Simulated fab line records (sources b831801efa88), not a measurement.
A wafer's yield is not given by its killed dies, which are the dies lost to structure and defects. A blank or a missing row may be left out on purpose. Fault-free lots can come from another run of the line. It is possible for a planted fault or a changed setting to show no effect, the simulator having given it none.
Problem report in the 8D (eight disciplines) form, filled by code || flow gf180mcu || the parts of the form that need people (team, actions taken, sign-off) are left out

## 1. PROBLEM STATEMENT
At GF_V4_ETCH_16, rf_fwd_power_W averages 575.0 W over 6 wafers from 2 lots, while fault-free wafers read 494.9 W, standard deviation 2.1. Measured from the usual mean, that is +38 standard deviations.
The step: etches BARC in N2/H2.
Seen first at day 27 07:46 on rie_diel-03, wafer L473.1. The record holds 42 wafers of 14 lots with a number at this step. The rule behind "out" and "out of limits": a value lying over 4 standard deviations away from the usual mean. All remaining wafers that have a number are taken as sound.

## 2. WHAT IT IS; WHAT IT IS NOT
{"question": "which readings at this step", "is": "rf_fwd_power_W", "is not": "chamber_pressure_mTorr, drypump_motor_current_A, oes_product_au"}
{"question": "which lots", "is": "L473, L475", "is not": "L464, L465, L466, L467, L469, L477, L481, L482, L483, L484, L485, L487"}
{"question": "which wafers of those lots", "is": "all that have a number", "is not": "-"}
{"question": "read on which tools", "is": "rie_diel-03", "is not": "rie_diel-01, rie_diel-02"}
{"question": "when", "is": "from day 27 07:46", "is not": "up to then (15 sound wafers); but 21 sound wafers of L477, L481, L482, L483, L484, L485, L487 came after"}

## 3. SUSPECTS, AND WHAT RULES EACH OUT
Counting: a tool at any process step up to the reading remains a suspect when it ran all the lots that are out and ran no sound lot after the first of those.
- rie_diel-03 at GF_V4_ETCH_16 (etches BARC in N2/H2): ruled out as a lasting fault. The sound lots L481 went through it after L473, its earliest lot that is out (day 27 07:46).
Left after counting: nothing in the record.

## 4. THE CAUSE (what the simulator had put in)
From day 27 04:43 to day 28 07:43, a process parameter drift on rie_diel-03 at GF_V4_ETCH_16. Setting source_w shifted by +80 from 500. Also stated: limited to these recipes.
Counting ruled it out, wrongly.

## 5. THE CHAIN OF EFFECTS, in route order
Each row: a reading where the mean over the struck wafers with a number is more than 3 standard deviations away from the usual. Scope: only readings with a usual standard deviation given in the record; hours: median across lots of the time from each lot's start at the first step in this table that gives one to its start at this step; sigmas: change in usual standard deviations.
{"hours": 0, "step": "GF_V4_ETCH_16", "reading": "rf_fwd_power_W", "usual": "494.9 W", "on struck wafers": 575.0, "change": "+80.1", "sigmas": "+38"}
The process steps in it:
- GF_V4_ETCH_16: etches BARC in N2/H2.

## 6. WHAT WOULD HAVE CAUGHT IT SOONER
First out-of-limits reading in this record: day 27 07:46, which is 3 hours after fault onset at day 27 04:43.
